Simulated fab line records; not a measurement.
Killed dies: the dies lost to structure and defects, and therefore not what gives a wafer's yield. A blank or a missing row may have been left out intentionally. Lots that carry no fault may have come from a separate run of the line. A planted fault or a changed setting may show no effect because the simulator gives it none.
Problem report in the 8D (eight disciplines) form, filled by code	flow gf180mcu	the parts of the form that need people (team, actions taken, sign-off) are left out

1. WHAT IS WRONG
Mean MIM_CVD_05_THK at GF_MIM_THK_MEAS_06: 31.9 nm over 4 wafers in 2 lots; fault-free wafers: 41.9 nm, standard deviation 0.62. That puts it -16 standard deviations away from the usual mean.
Earliest sighting: wafer L681.2 on filmMetro-02 at day 27 03:34. The record has a number at this step for 39 wafers belonging to 13 lots. The rule behind "out" and "out of limits": a value lying over 4 standard deviations away from the usual mean. The other wafers with a number count as sound.

2. WHAT IT IS, AND WHAT IT ISN'T
question	is	is not
which readings at this step	MIM_CVD_05_THK	-
which lots	L681, L683	L673, L675, L676, L677, L679, L685, L690, L691, L692, L693, L694
which wafers of those lots	L681.2, L681.4, L681.6, L683.4	L683.1, L683.3
read on which gauges	filmMetro-02, filmMetro-03	filmMetro-01
when	from day 27 03:34	up to then (15 sound wafers); but 20 sound wafers of L683, L685, L690, L691, L692, L693, L694 came after

3. WHAT RULES OUT EACH SUSPECT
Counting: a tool at a process step up to the reading stays a suspect if it ran every lot that is out. Sound lots after the first of them don't rule it out here, since some wafers of a struck lot are sound.
- ruled out: the gauge at GF_MIM_THK_MEAS_06. 2 gauges (filmMetro-02, filmMetro-03) read the wafers that are out.
- plasmaAsher-01 at GF_V4_STRIP_18 (strips in O2/N2): kept. Every lot that is out went through it, the first being L681 (day 27 02:04); the last sound lot it ran before that was L675 (day 25 06:53).
- pvdSputter-02 at GF_V4_SPUTTER_22 (material TiN, target thk 10 nm, time 40 s): kept. It ran every lot that is out, first L681 (day 27 02:40).
- pecvd-02 at GF_MIM_CVD_05 (deposits Si3N4, target thk 42 nm, time 29.086 s): kept. Every lot that is out went through it, the first being L681 (day 27 03:31); the last sound lot it ran before that was L679 (day 26 15:13).
Left after counting: plasmaAsher-01 at GF_V4_STRIP_18, pvdSputter-02 at GF_V4_SPUTTER_22, pecvd-02 at GF_MIM_CVD_05.

4. THE CAUSE (what the simulator had put in)
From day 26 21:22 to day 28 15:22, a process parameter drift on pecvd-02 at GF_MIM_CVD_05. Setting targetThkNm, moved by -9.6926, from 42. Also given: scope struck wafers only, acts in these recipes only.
3 suspects survive the count, and this tool is in that group.

5. THE EFFECT CHAIN, in route order
One row per reading whose mean, taken over the struck wafers that have a number, lies over 3 standard deviations from the usual. Scope: only readings with a usual standard deviation given in the record; hours: median across lots of the time from each lot's start at the first step in this table that gives one to its start at this step; sigmas: change in usual standard deviations.
hours	step	reading	usual	on struck wafers	change	sigmas
0	GF_MIM_THK_MEAS_06	MIM_CVD_05_THK	41.9 nm	31.9	-9.9	-16
At these later measuring or inspecting steps, every struck wafer for which the step has a row has a number for every such reading, and none has moved that far: GF_MIM_RS_MEAS_10.

6. HOW IT WOULD HAVE BEEN CAUGHT EARLIER
Counted from the fault's start at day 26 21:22, it took 6 hours until the first out-of-limits reading at a measuring or inspecting step in this record, taken at day 27 03:34.
An alarm limit of 4 standard deviations would not have fired on the tool readings at GF_MIM_CVD_05 for which the record gives a usual standard deviation, since none of them was out on any struck wafer.
Of the lots that are out (2), L683 began GF_MIM_CVD_05 on pecvd-02 after day 27 03:34. It would have been spared by a hold on the tool at that moment.
